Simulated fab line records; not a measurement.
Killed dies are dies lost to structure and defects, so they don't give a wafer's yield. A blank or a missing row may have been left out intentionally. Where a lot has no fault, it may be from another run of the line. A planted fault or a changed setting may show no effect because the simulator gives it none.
Which tool did it? | flow sky130 | 12 lots, 36 wafers sampled, at 3 steps of a route of 708

== WHAT THE GAUGES READ, wafer by wafer ==
SKY_VT_ADJUST_LVTN_OVL_MEAS_18.
lot  | measured     | on         | VT_ADJUST_LVTN_01_OVL (nm)
L174 | day 7 15:52  | overlay-01 | -0.2 -2.8 -0.6
L175 | day 8 00:13  | overlay-01 | -4.1 -3.2 -3.8
L176 | day 8 07:46  | overlay-02 | -1.6 -0.6 -1.6
L177 | day 8 20:02  | overlay-01 | -1.7 -3.4 -2.0
L178 | day 9 10:51  | overlay-02 | -2.0 -2.3 -1.5
L181 | day 9 16:22  | overlay-02 | -3.1 -1.5 -3.0
L182 | day 9 22:34  | overlay-02 | 0.5 0.1 1.8
L184 | day 10 12:53 | overlay-02 | -0.2 -0.8 -0.3
L187 | day 11 08:46 | overlay-01 | -0.2 0.6 -0.6
L189 | day 11 21:55 | overlay-01 | -3.9 -0.7 1.1
L191 | day 12 15:19 | overlay-01 | -3.6 -0.7 -2.6
L196 | day 13 21:04 | overlay-01 | 0.0 -0.6 -2.8

== WHICH TOOL RAN EACH LOT (tool, then ch and the chambers of the sampled wafers, then the start) ==
lot  | SKY_NWELL_COAT_05                | SKY_NWELL_STRIP_14
L174 | litho-track-03 ch 0, day 4 04:44 | plasma-asher-03 ch 0,1, day 4 13:50
L175 | litho-track-01 ch 0, day 4 11:58 | plasma-asher-04 ch 0,1, day 4 20:37
L176 | litho-track-02 ch 0, day 4 17:11 | plasma-asher-01 ch 0,1, day 5 02:37
L177 | litho-track-03 ch 0, day 5 04:25 | plasma-asher-03 ch 0,1, day 5 13:28
L178 | litho-track-01 ch 0, day 5 14:49 | plasma-asher-01 ch 0,1, day 6 00:55
L181 | litho-track-01 ch 0, day 5 21:13 | plasma-asher-04 ch 0,1, day 6 07:43
L182 | litho-track-01 ch 0, day 6 03:13 | plasma-asher-04 ch 0,1, day 6 13:34
L184 | litho-track-01 ch 0, day 6 15:09 | plasma-asher-01 ch 0,1, day 7 00:35
L187 | litho-track-03 ch 0, day 7 05:23 | plasma-asher-01 ch 0,1, day 7 16:35
L189 | litho-track-03 ch 0, day 7 17:22 | plasma-asher-01 ch 0,1, day 8 04:12
L191 | litho-track-03 ch 0, day 8 08:37 | plasma-asher-01 ch 0,1, day 8 19:21
L196 | litho-track-02 ch 0, day 9 09:41 | plasma-asher-04 ch 0,1, day 9 20:23
- SKY_NWELL_COAT_05: resist thk 3000 nm.
- SKY_NWELL_STRIP_14: strips in O2/N2.

== WHAT THE TOOLS THEMSELVES READ (means of the sampled wafers that have a number; where no wafer has one, the mark that the record gives instead) ==
SKY_NWELL_STRIP_14.
lot  | tool            | drypump-motor-current-A (A) | oes-product-au (a.u.) | strip-time-to-endpoint-s (s)
L174 | plasma-asher-03 | 5.5                         | 0.720                 | 36.93
L175 | plasma-asher-04 | 6.1                         | 0.728                 | 36.81
L176 | plasma-asher-01 | 5.3                         | 0.722                 | 37.10
L177 | plasma-asher-03 | 5.3                         | 0.724                 | 36.82
L178 | plasma-asher-01 | 5.3                         | 0.722                 | 36.94
L181 | plasma-asher-04 | 6.0                         | 0.721                 | 36.87
L182 | plasma-asher-04 | 6.0                         | 0.722                 | 36.94
L184 | plasma-asher-01 | 5.3                         | 0.725                 | 36.84
L187 | plasma-asher-01 | 5.2                         | 0.712                 | 16.23
L189 | plasma-asher-01 | 5.2                         | 0.713                 | 16.21
L191 | plasma-asher-01 | 5.2                         | 0.717                 | 16.17
L196 | plasma-asher-04 | 6.0                         | 0.720                 | 36.86

== THE ANSWER, worked out from the rows above alone ==
Rule: what is usual is taken from the lots themselves. Put in order of their means at a reading, lots are off if they are a third of the lots or fewer, leave a main group of 4 or more, and stand apart from it by a gap of 3 or more times the standard deviation of the main group's means; of several such gaps the widest counts. Not used: any main group whose means are identical at the precision the tables above print for the reading. A lot without any number at a reading at which 4 lots or more have one is off too. Where the step has rows for the other lots, those lots are counted as sound. First the gauges in route order, then the tools' own readings, where a lot's mean is used as printed above. At the first step where some lot is off, the reading lying furthest off is the one used; lots without a number count as furthest.
Off: L187, L189, L191 (SKY_NWELL_STRIP_14, strip-time-to-endpoint-s). Mean 36.90 s and standard deviation 0.085 in the main group.
A tool fits if, at that step or a process step before it, it ran every lot that is off, and no sound lot after the first of them. Undecided on this evidence; 2 tools fit (litho-track-03 at SKY_NWELL_COAT_05, plasma-asher-01 at SKY_NWELL_STRIP_14).

== WHAT THE SIMULATOR PUT IN ==
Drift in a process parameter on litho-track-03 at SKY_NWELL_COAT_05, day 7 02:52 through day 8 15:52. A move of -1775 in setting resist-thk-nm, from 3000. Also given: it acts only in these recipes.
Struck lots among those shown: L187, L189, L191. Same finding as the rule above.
